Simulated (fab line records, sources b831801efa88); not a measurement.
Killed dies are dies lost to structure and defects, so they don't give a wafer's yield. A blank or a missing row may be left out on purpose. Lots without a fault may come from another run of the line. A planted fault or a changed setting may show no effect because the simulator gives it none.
Chamber matching | flow gf180mcu | GF_CONTACT_CMP_27 on cmp-01: 4 sister chambers
The step polishes, stops on SiO2, t overpolish 15 s, target thk 0 nm. 4 wafers are shown with their chamber, then 8 later ones without.

WAFERS WITH THEIR CHAMBER
wafer  | chamber | time_to_endpoint_s (s)
L446.1 | 0       | 67
L446.2 | 2       | 74
L448.1 | 3       | 69
L452.1 | 1       | 67

WAFERS WITHOUT THEIR CHAMBER
wafer  | time_to_endpoint_s (s)
L452.3 | 68
L452.6 | 70
L453.2 | 69
L453.4 | 71
L453.5 | 71
L454.3 | 73
L454.5 | 66
L454.6 | 71

WHICH CHAMBER EACH WENT THROUGH
wafer  | from the rows above               | in truth
L452.3 | can't be placed: 0 or 1 or 3      | 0
L452.6 | can't be placed: 3 or 0 or 1      | 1
L453.2 | can't be placed: 3 or 0 or 1      | 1
L453.4 | can't be placed: 3 or 2 or 0 or 1 | 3
L453.5 | can't be placed: 3 or 2 or 0 or 1 | 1
L454.3 | 2                                 | 2
L454.5 | can't be placed: 0 or 1 or 3      | 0
L454.6 | can't be placed: 3 or 2 or 0 or 1 | 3
Placed correctly: 1 of 8. Can't be placed from these rows: 7 (the true chamber is among the candidates in 7). Placed wrongly: 0.
How it was worked out, from the rows above alone: a wafer's distance from a chamber is the root of the sum, over the readings, of the square of ((its reading less the chamber's mean) divided by the reading's scatter). The wafer belongs to the nearest chamber; if the next one is less than 2 further off, it can't be placed. A chamber's mean is the mean of its shown wafers. The scatter: with one shown wafer a chamber, the root of the mean of the squares of how far each hidden wafer lies from its nearest shown one.
